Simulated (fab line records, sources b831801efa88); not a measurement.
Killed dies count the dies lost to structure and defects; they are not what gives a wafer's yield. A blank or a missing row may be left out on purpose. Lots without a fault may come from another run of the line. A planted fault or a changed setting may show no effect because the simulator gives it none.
Chamber matching	flow gf180mcu	GF_V4_ETCH_16 on rie_diel-02 has 4 sister chambers
The step etches BARC in N2/H2. 8 wafers are shown with their chamber, then 11 later ones without.

WAFERS WITH THEIR CHAMBER
wafer	chamber	drypump_motor_current_A (A)	oes_product_au (a.u.)
L080.5	2	6.08	0.856
L086.1	1	5.96	0.856
L086.2	3	5.98	0.858
L086.4	0	5.80	0.854
L093.1	3	5.96	0.856
L093.2	1	5.95	0.851
L093.3	2	6.06	0.850
L093.4	0	5.79	0.851

WAFERS WITH NO CHAMBER GIVEN
wafer	drypump_motor_current_A (A)	oes_product_au (a.u.)
L093.5	5.94	0.855
L093.6	6.10	0.850
L094.2	6.07	0.846
L094.4	5.93	0.855
L094.6	5.81	0.850
L095.1	6.04	0.851
L095.2	5.81	0.856
L095.3	5.95	0.856
L095.4	5.98	0.852
L095.5	6.06	0.852
L095.6	5.96	0.865

EACH ONE'S CHAMBER
wafer	from the rows above	in truth
L093.5	can't be placed: 1 or 3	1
L093.6	2	2
L094.2	2	2
L094.4	can't be placed: 1 or 3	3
L094.6	0	0
L095.1	2	2
L095.2	0	0
L095.3	can't be placed: 1 or 3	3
L095.4	can't be placed: 3 or 1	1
L095.5	2	2
L095.6	can't be placed: 3 or 1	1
Correct placement for 6 of the 11. Unplaceable from these rows: 5, with the true chamber sitting among the candidates in 5. 0 placed wrongly.
How it was worked out, from the rows above alone: a wafer's distance from a chamber is the root of the sum, over the readings, of the square of ((its reading less the chamber's mean) divided by the reading's scatter). The wafer belongs to the nearest chamber; if the next one is less than 2 further off, it can't be placed. A chamber's mean is the mean of its shown wafers. How the scatter is found: for the shown wafers, subtract from each reading the mean of its chamber, square and add these, divide the total by (wafers less chambers), then take the root.
